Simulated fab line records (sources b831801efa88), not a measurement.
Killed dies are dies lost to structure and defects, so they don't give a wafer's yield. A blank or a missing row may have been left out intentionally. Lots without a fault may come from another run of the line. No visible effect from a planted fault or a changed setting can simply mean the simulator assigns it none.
Which tool is to blame? + flow gf180mcu + 24 lots with 72 wafers sampled at 5 steps, on a route of 602 steps

WHAT THE GAUGES READ, wafer by wafer
GF_DUAL_GATE_THK_MEAS_03.
| lot  | measured     | on            | DUAL_GATE_OXIDATION_00_THK (nm) |
|------|--------------|---------------|---------------------------------|
| L074 | day 7 16:34  | film_metro-03 | 10.91 10.82 10.98               |
| L075 | day 7 22:55  | film_metro-02 | 11.24 11.11 11.33               |
| L076 | day 8 02:11  | film_metro-02 | 11.08 11.19 11.25               |
| L077 | day 8 08:19  | film_metro-04 | 11.03 10.85 10.84               |
| L078 | day 8 15:25  | film_metro-02 | 11.23 11.20 11.12               |
| L079 | day 8 23:17  | film_metro-02 | 10.77 10.72 10.91               |
| L080 | day 9 05:59  | film_metro-04 | 10.92 10.99 10.82               |
| L081 | day 9 12:59  | film_metro-04 | 10.70 10.91 10.92               |
| L082 | day 9 21:50  | film_metro-02 | 10.86 10.91 11.30               |
| L083 | day 10 09:07 | film_metro-02 | 10.67 10.84 10.91               |
| L084 | day 10 18:32 | film_metro-04 | 10.99 11.22 11.14               |
| L085 | day 10 22:37 | film_metro-02 | 11.00 10.62 10.82               |
| L086 | day 11 00:13 | film_metro-02 | 10.65 10.83 10.56               |
| L087 | day 11 09:17 | film_metro-03 | 10.66 10.61 10.65               |
| L088 | day 11 15:58 | film_metro-03 | 10.51 10.61 10.64               |
| L089 | day 11 22:58 | film_metro-02 | 10.75 10.77 10.51               |
| L091 | day 12 11:56 | film_metro-03 | 10.71 10.79 10.81               |
| L090 | day 12 12:15 | film_metro-04 | 10.91 11.06 10.94               |
| L092 | day 12 16:25 | film_metro-02 | 10.71 10.66 10.54               |
| L093 | day 12 22:37 | film_metro-04 | 10.73 10.78 10.49               |
| L094 | day 13 07:36 | film_metro-03 | 10.63 10.57 10.66               |
| L095 | day 13 16:05 | film_metro-03 | 10.80 10.94 10.81               |
| L096 | day 13 22:04 | film_metro-02 | 11.09 11.14 11.04               |
| L097 | day 14 07:27 | film_metro-04 | 10.74 10.78 10.74               |

GF_V1_RS_MEAS_24: uses a four-point probe to measure.
| lot  | measured     | on            | V1_W_RS (ohm/sq)  |
|------|--------------|---------------|-------------------|
| L074 | day 18 04:38 | film_metro-04 | 0.327 0.330 0.329 |
| L075 | day 18 13:20 | film_metro-02 | 0.328 0.325 0.325 |
| L076 | day 18 18:20 | film_metro-04 | 0.319 0.326 0.321 |
| L077 | day 19 00:17 | film_metro-04 | 0.321 0.326 0.327 |
| L078 | day 19 15:43 | film_metro-03 | 0.330 0.326 0.326 |
| L079 | day 20 00:07 | film_metro-04 | 0.325 0.328 0.324 |
| L080 | day 20 08:40 | film_metro-03 | 0.323 0.320 0.318 |
| L081 | day 20 13:10 | film_metro-02 | 0.324 0.327 0.328 |
| L082 | day 21 04:19 | film_metro-04 | 0.322 0.323 0.326 |
| L083 | day 21 21:37 | film_metro-04 | 0.322 0.325 0.321 |
| L084 | day 22 08:26 | film_metro-03 | 0.324 0.323 0.324 |
| L085 | day 22 10:40 | film_metro-04 | 0.324 0.320 0.319 |
| L086 | day 22 15:23 | film_metro-02 | 0.318 0.315 0.325 |
| L087 | day 23 02:55 | film_metro-04 | 0.324 0.321 0.321 |
| L088 | day 23 12:46 | film_metro-04 | 0.322 0.325 0.326 |
| L089 | day 23 21:53 | film_metro-02 | 0.326 0.319 0.320 |
| L091 | day 24 08:02 | film_metro-02 | 0.326 0.322 0.325 |
| L090 | day 24 10:14 | film_metro-02 | 0.322 0.328 0.321 |
| L092 | day 24 17:02 | film_metro-04 | 0.325 0.322 0.323 |
| L093 | day 25 02:11 | film_metro-02 | 0.321 0.317 0.317 |
| L094 | day 25 11:35 | film_metro-04 | 0.325 0.326 0.321 |
| L095 | day 25 19:25 | film_metro-04 | 0.328 0.322 0.324 |
| L096 | day 26 03:10 | film_metro-02 | 0.324 0.327 0.327 |
| L097 | day 26 10:53 | film_metro-02 | 0.327 0.325 0.328 |

GF_V1_THK_MEAS_25: measures by xrf.
| lot  | measured     | on            | V1_W_THK (nm) |
|------|--------------|---------------|---------------|
| L074 | day 18 04:46 | film_metro-04 | 345 343 344   |
| L075 | day 18 13:27 | film_metro-02 | 349 351 354   |
| L076 | day 18 18:28 | film_metro-04 | 353 347 351   |
| L077 | day 19 00:24 | film_metro-04 | 353 345 346   |
| L078 | day 19 15:50 | film_metro-03 | 336 338 336   |
| L079 | day 20 00:13 | film_metro-04 | 349 347 349   |
| L080 | day 20 08:45 | film_metro-03 | 342 348 349   |
| L081 | day 20 13:15 | film_metro-02 | 357 355 351   |
| L082 | day 21 04:26 | film_metro-04 | 350 349 347   |
| L083 | day 21 21:43 | film_metro-04 | 352 350 354   |
| L084 | day 22 08:33 | film_metro-03 | 344 346 342   |
| L085 | day 22 10:47 | film_metro-04 | 350 356 355   |
| L086 | day 22 15:31 | film_metro-02 | 363 368 356   |
| L087 | day 23 03:01 | film_metro-04 | 350 356 356   |
| L088 | day 23 12:53 | film_metro-04 | 357 352 349   |
| L089 | day 23 22:00 | film_metro-02 | 358 368 365   |
| L091 | day 24 08:08 | film_metro-02 | 354 361 355   |
| L090 | day 24 10:19 | film_metro-02 | 360 353 363   |
| L092 | day 24 17:09 | film_metro-04 | 351 355 353   |
| L093 | day 25 02:18 | film_metro-02 | 358 365 366   |
| L094 | day 25 11:42 | film_metro-04 | 347 349 353   |
| L095 | day 25 19:32 | film_metro-04 | 345 352 350   |
| L096 | day 26 03:16 | film_metro-02 | 356 355 354   |
| L097 | day 26 11:00 | film_metro-02 | 357 355 354   |

GF_M2_OVL_MEAS_15.
| lot  | measured     | on         | M2_OVL (nm) |
|------|--------------|------------|-------------|
| L074 | day 19 05:08 | overlay-01 | -3 8 -2     |
| L075 | day 19 14:22 | overlay-02 | -2 -2 -9    |
| L076 | day 19 19:16 | overlay-01 | -15 1 0     |
| L077 | day 20 01:04 | overlay-01 | -5 -4 -1    |
| L078 | day 20 16:44 | overlay-01 | 1 2 -4      |
| L079 | day 21 01:07 | overlay-02 | -4 4 -2     |
| L080 | day 21 08:41 | overlay-01 | 0 6 3       |
| L081 | day 21 14:38 | overlay-02 | -8 7 -8     |
| L082 | day 22 05:22 | overlay-01 | 2 1 10      |
| L083 | day 22 21:50 | overlay-01 | 2 16 6      |
| L084 | day 23 08:14 | overlay-01 | 0 12 5      |
| L085 | day 23 10:49 | overlay-02 | 0 0 3       |
| L086 | day 23 14:37 | overlay-02 | -4 -1 -8    |
| L087 | day 24 02:13 | overlay-02 | 12 7 9      |
| L088 | day 24 12:19 | overlay-01 | 4 -1 12     |
| L089 | day 24 20:38 | overlay-02 | -11 2 -2    |
| L091 | day 25 04:26 | overlay-02 | 1 0 -4      |
| L090 | day 25 08:35 | overlay-01 | 2 3 -2      |
| L092 | day 25 12:56 | overlay-01 | 9 8 7       |
| L093 | day 25 23:46 | overlay-02 | 0 -6 2      |
| L094 | day 26 08:50 | overlay-02 | 1 2 -4      |
| L095 | day 26 16:17 | overlay-01 | 0 -4 1      |
| L096 | day 26 23:50 | overlay-01 | 7 1 8       |
| L097 | day 27 07:49 | overlay-02 | -7 -12 -1   |

WHAT TOOL EACH LOT RAN ON (gives the tool, then ch and the chambers of the sampled wafers, and finally the start)
| lot  | GF_M1_SPUTTER_00             |
|------|------------------------------|
| L074 | pvd_sputter-01, day 16 04:21 |
| L075 | pvd_sputter-02, day 16 12:39 |
| L076 | pvd_sputter-03, day 16 18:00 |
| L077 | pvd_sputter-03, day 16 22:48 |
| L078 | pvd_sputter-01, day 17 13:36 |
| L079 | pvd_sputter-03, day 17 21:33 |
| L080 | pvd_sputter-01, day 18 06:38 |
| L081 | pvd_sputter-02, day 18 09:53 |
| L082 | pvd_sputter-03, day 19 01:22 |
| L083 | pvd_sputter-01, day 19 19:28 |
| L084 | pvd_sputter-03, day 20 07:15 |
| L085 | pvd_sputter-02, day 20 08:50 |
| L086 | pvd_sputter-03, day 20 13:46 |
| L087 | pvd_sputter-01, day 21 01:00 |
| L088 | pvd_sputter-01, day 21 10:44 |
| L089 | pvd_sputter-03, day 21 20:46 |
| L091 | pvd_sputter-01, day 22 07:16 |
| L090 | pvd_sputter-02, day 22 10:23 |
| L092 | pvd_sputter-02, day 22 17:15 |
| L093 | pvd_sputter-01, day 23 04:02 |
| L094 | pvd_sputter-01, day 23 14:36 |
| L095 | pvd_sputter-03, day 23 22:07 |
| L096 | pvd_sputter-03, day 24 07:49 |
| L097 | pvd_sputter-02, day 24 16:04 |
- GF_M1_SPUTTER_00: material Ti, target thk 37.5 nm, time 150 s.

WHAT THE TOOLS THEMSELVES READ (means of the sampled wafers that have a number; where no wafer has one, the mark that the record gives instead)
GF_M1_SPUTTER_00.
| lot  | tool           | throttle_valve_pct (%) |
|------|----------------|------------------------|
| L074 | pvd_sputter-01 | 30.3                   |
| L075 | pvd_sputter-02 | 29.6                   |
| L076 | pvd_sputter-03 | 28.9                   |
| L077 | pvd_sputter-03 | 28.9                   |
| L078 | pvd_sputter-01 | 30.9                   |
| L079 | pvd_sputter-03 | 29.9                   |
| L080 | pvd_sputter-01 | 30.5                   |
| L081 | pvd_sputter-02 | 28.7                   |
| L082 | pvd_sputter-03 | 29.4                   |
| L083 | pvd_sputter-01 | 30.4                   |
| L084 | pvd_sputter-03 | 29.1                   |
| L085 | pvd_sputter-02 | 29.3                   |
| L086 | pvd_sputter-03 | 29.6                   |
| L087 | pvd_sputter-01 | 30.8                   |
| L088 | pvd_sputter-01 | 30.2                   |
| L089 | pvd_sputter-03 | 28.9                   |
| L091 | pvd_sputter-01 | 30.3                   |
| L090 | pvd_sputter-02 | 30.6                   |
| L092 | pvd_sputter-02 | 29.6                   |
| L093 | pvd_sputter-01 | 30.4                   |
| L094 | pvd_sputter-01 | 30.3                   |
| L095 | pvd_sputter-03 | 29.8                   |
| L096 | pvd_sputter-03 | 28.7                   |
| L097 | pvd_sputter-02 | 29.6                   |

THE ANSWER, worked out from the rows above alone
Rule: the usual values come from the lots themselves. The widest of any qualifying gaps counts: lots, ordered by their means at a reading, are off when they make up no more than a third of the lots, leave a main group of 4 or more, and stand apart from it by 3 or more times the standard deviation of that group's means. Not used: any main group whose means are identical at the precision the tables above print for the reading. Also off: a lot with no number at a reading for which 4 or more lots have one. Any other lot the step has rows for is counted as sound. The gauges are gone through in route order, then the tools' own readings, and for those a lot's mean is taken as printed above. The first step at which some lot is off is used, and at that step the reading that is off furthest; a lot without a number counts as furthest.
Nothing can be told from this: no lot is off at any reading shown.

WHAT THE SIMULATOR PUT IN
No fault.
